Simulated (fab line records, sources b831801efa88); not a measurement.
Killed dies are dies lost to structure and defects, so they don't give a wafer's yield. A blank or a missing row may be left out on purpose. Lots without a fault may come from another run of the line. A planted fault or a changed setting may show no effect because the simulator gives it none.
Chamber matching | flow gf180mcu | GF_V1_ETCH_16 on rie_diel-02: 4 sister chambers
The step etches BARC in N2/H2. 4 wafers are shown with their chamber, then 12 later ones without.

WAFERS WITH THEIR CHAMBER
wafer  | chamber | drypump_motor_current_A (A)
L087.4 | 3       | 5.2
L088.5 | 2       | 5.7
L089.4 | 1       | 6.3
L089.6 | 0       | 6.1

WAFERS WITHOUT THEIR CHAMBER
wafer  | drypump_motor_current_A (A)
L092.1 | 5.7
L092.2 | 5.3
L092.3 | 6.3
L092.4 | 5.7
L092.5 | 5.3
L092.6 | 6.3
L094.1 | 5.3
L094.3 | 5.7
L094.5 | 6.1
L097.3 | 5.3
L097.5 | 6.3
L097.6 | 6.1

WHICH CHAMBER EACH WENT THROUGH
wafer  | from the rows above | in truth
L092.1 | 2                   | 2
L092.2 | 3                   | 3
L092.3 | 1                   | 1
L092.4 | 2                   | 2
L092.5 | 3                   | 3
L092.6 | 1                   | 1
L094.1 | 3                   | 3
L094.3 | 2                   | 2
L094.5 | 0                   | 0
L097.3 | 3                   | 3
L097.5 | 1                   | 1
L097.6 | 0                   | 0
Placed correctly: 12 of 12. Can't be placed from these rows: 0. Placed wrongly: 0.
How it was worked out, from the rows above alone: a wafer's distance from a chamber is the root of the sum, over the readings, of the square of ((its reading less the chamber's mean) divided by the reading's scatter). The wafer belongs to the nearest chamber; if the next one is less than 2 further off, it can't be placed. A chamber's mean is the mean of its shown wafers. The scatter: with one shown wafer a chamber, the root of the mean of the squares of how far each hidden wafer lies from its nearest shown one.
